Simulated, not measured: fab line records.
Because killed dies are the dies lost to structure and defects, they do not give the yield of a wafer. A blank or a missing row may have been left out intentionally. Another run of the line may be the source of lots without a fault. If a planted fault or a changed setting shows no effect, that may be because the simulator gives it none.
Chamber matching -- flow sky130 -- SKY_VIA3_CMP_24 on cmp-01: 4 sister chambers
The step polishes, stops on SiO2, t overpolish 20 s, target thk 0 nm. 4 wafers are shown with their chamber, then 7 later ones without.

## WAFERS, EACH WITH ITS CHAMBER
wafer,chamber,motorCurrentA (A)
L552.5,2,11.8
L553.2,1,10.0
L554.3,0,11.3
L554.5,3,8.8

## WAFERS WHOSE CHAMBER IS MISSING
wafer,motorCurrentA (A)
L554.6,11.0
L556.3,8.6
L556.4,10.1
L556.6,10.3
L558.1,8.9
L558.3,10.2
L558.6,11.3

## EACH ONE'S CHAMBER
wafer,from the rows above,in truth
L554.6,0,0
L556.3,3,3
L556.4,1,1
L556.6,1,1
L558.1,3,3
L558.3,1,1
L558.6,0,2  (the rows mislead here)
Placed correctly: 6 of 7. Not placeable from these rows: 0. Number placed wrongly: 1.
How it was worked out, from the rows above alone: a wafer's distance from a chamber is the root of the sum, over the readings, of the square of ((its reading less the chamber's mean) divided by the reading's scatter). The wafer belongs to the nearest chamber; if the next one is less than 2 further off, it can't be placed. Each chamber's mean is taken over the wafers shown for it. The scatter (one wafer shown for each chamber): square how far every hidden wafer sits from the nearest shown wafer, average those squares and take the square root.
